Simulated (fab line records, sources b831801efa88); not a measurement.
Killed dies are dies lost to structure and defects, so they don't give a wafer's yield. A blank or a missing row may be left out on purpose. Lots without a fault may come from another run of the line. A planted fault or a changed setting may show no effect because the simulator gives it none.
Split-lot experiment | flow sky130 | 5 lots, 23 wafers read, on a route of 708 steps

THE SPLIT
At SKY_SD_N_IMPLANT_09, the setting energy_kev was moved away from the recipe's 50 on 8 of the 23 wafers read, by -3.0% to +5.9%. The other wafers ran this setting at the recipe's value.

FROM THE SPLIT TO THE READING: what the file shows between them, 4 steps
- SKY_SD_N_STRIP_11: strips in O2/N2 (also split here: power_w)
- SKY_SD_N_TW_MEAS_12
- SKY_SD_N_CLEAN_13: cleans in SC1/SC2, time 150 s
- SKY_SD_N_RTA_14: time 2 s

THE READING
SD_N_RS, in ohm/sq, at SKY_SD_N_RS_MEAS_16 (measures by four-point-probe). Fault-free wafers of this fab line usually give 68.50 ohm/sq, standard deviation 0.1 ohm/sq.

wafer  | tool, chamber at the split | energy_kev as run | against the recipe | SD_N_RS, ohm/sq | against lot-mates on the recipe
L077.1 | implanter-03, 0            | 52.97             | +5.9%              | 66.40           | -2.06
L077.2 | implanter-03, 0            | 50                | recipe             | 68.46           | -
L077.3 | implanter-03, 0            | 52.97             | +5.9%              | 66.37           | -2.09
L077.5 | implanter-03, 0            | 50                | recipe             | 68.47           | -
L077.6 | implanter-03, 0            | 52.97             | +5.9%              | 66.48           | -1.98
L080.2 | implanter-04, 0            | 50                | recipe             | 68.66           | -
L080.4 | implanter-04, 0            | 50                | recipe             | 68.61           | -
L080.5 | implanter-04, 0            | 50                | recipe             | 68.42           | -
L082.1 | implanter-02, 0            | 50                | recipe             | 68.75           | -
L082.3 | implanter-02, 0            | 50                | recipe             | 68.71           | -
L082.4 | implanter-02, 0            | 50                | recipe             | 68.69           | -
L082.5 | implanter-02, 0            | 50                | recipe             | 68.47           | -
L082.6 | implanter-02, 0            | 50                | recipe             | 68.55           | -
L084.1 | implanter-02, 0            | 48.5              | -3.0%              | 69.63           | +1.10
L084.2 | implanter-02, 0            | 48.5              | -3.0%              | 69.50           | +0.97
L084.3 | implanter-02, 0            | 48.5              | -3.0%              | 69.46           | +0.93
L084.5 | implanter-02, 0            | 50                | recipe             | 68.52           | -
L084.6 | implanter-02, 0            | 50                | recipe             | 68.54           | -
L085.1 | implanter-04, 0            | 50                | recipe             | 68.44           | -
L085.2 | implanter-04, 0            | 51.1              | +2.2%              | 67.76           | -0.76
L085.3 | implanter-04, 0            | 50                | recipe             | 68.44           | -
L085.4 | implanter-04, 0            | 51.1              | +2.2%              | 67.68           | -0.84
L085.5 | implanter-04, 0            | 50                | recipe             | 68.68           | -

THE FIT
A straight line over all 23 wafers: SD_N_RS changes by -0.353 ohm/sq for each +1% of energy_kev; r = -0.99; the points scatter about the line by 0.1 ohm/sq.
The same after taking each lot's own level away (the mean of its wafers on the recipe; 23 wafers): -0.343 ohm/sq for each +1%; r = -1.00; scatter 0.087 ohm/sq.
On that fit, the largest move of energy_kev shifts the reading by 2 ohm/sq.
The lots' own levels span 68.465 to 68.634 ohm/sq, that is 1.7 times the standard deviation above.
So the lot-to-lot level changes the slope little: the two slopes agree.
Check: with one of the wafers moved furthest among these (+5.9%) left out of the fit, the line predicts -2.04 ohm/sq for it against its lot-mates. It came out at -2.06 ohm/sq against them.

OTHER SPLITS ON THESE WAFERS
These wafers also went through other splits before the reading. Each is held against what the fit with the lots' levels taken away leaves over:
other split on the same wafers      | wafers away from the commonest value | r with SD_N_RS (lot level and that fit taken away)
SKY_SD_P_IMPLANT_09 dose_cm2        | 7                                    | +0.16
SKY_RES_XHIGH_IMPLANT_07 energy_kev | 9                                    | -0.26
SKY_SD_N_STRIP_11 power_w           | 8                                    | -0.05

THE WHOLE CHAIN: every reading that the file lists as answering this split, in the file's order
step                | what it does                 | reading                                                         | change (the file's fit)               | r (the file's)
SKY_SD_N_IMPLANT_09 |                              | implant.rp_nm (the simulator's own value, which no gauge read)  | +0.261 nm for each +1% of the setting | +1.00
SKY_SD_N_IMPLANT_09 |                              | implant.drp_nm (the simulator's own value, which no gauge read) | +0.106 nm for each +1% of the setting | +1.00
SKY_SD_N_TW_MEAS_12 |                              | SD_N_TW                                                         | +11 for each +1% of the setting       | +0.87
SKY_SD_N_RS_MEAS_16 | measures by four-point-probe | SD_N_RS                                                         | -0.344 for each +1% of the setting    | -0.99

THE FILE'S OWN FIT
SD_N_RS changes by -0.344 ohm/sq for each +1% of energy_kev, r = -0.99.
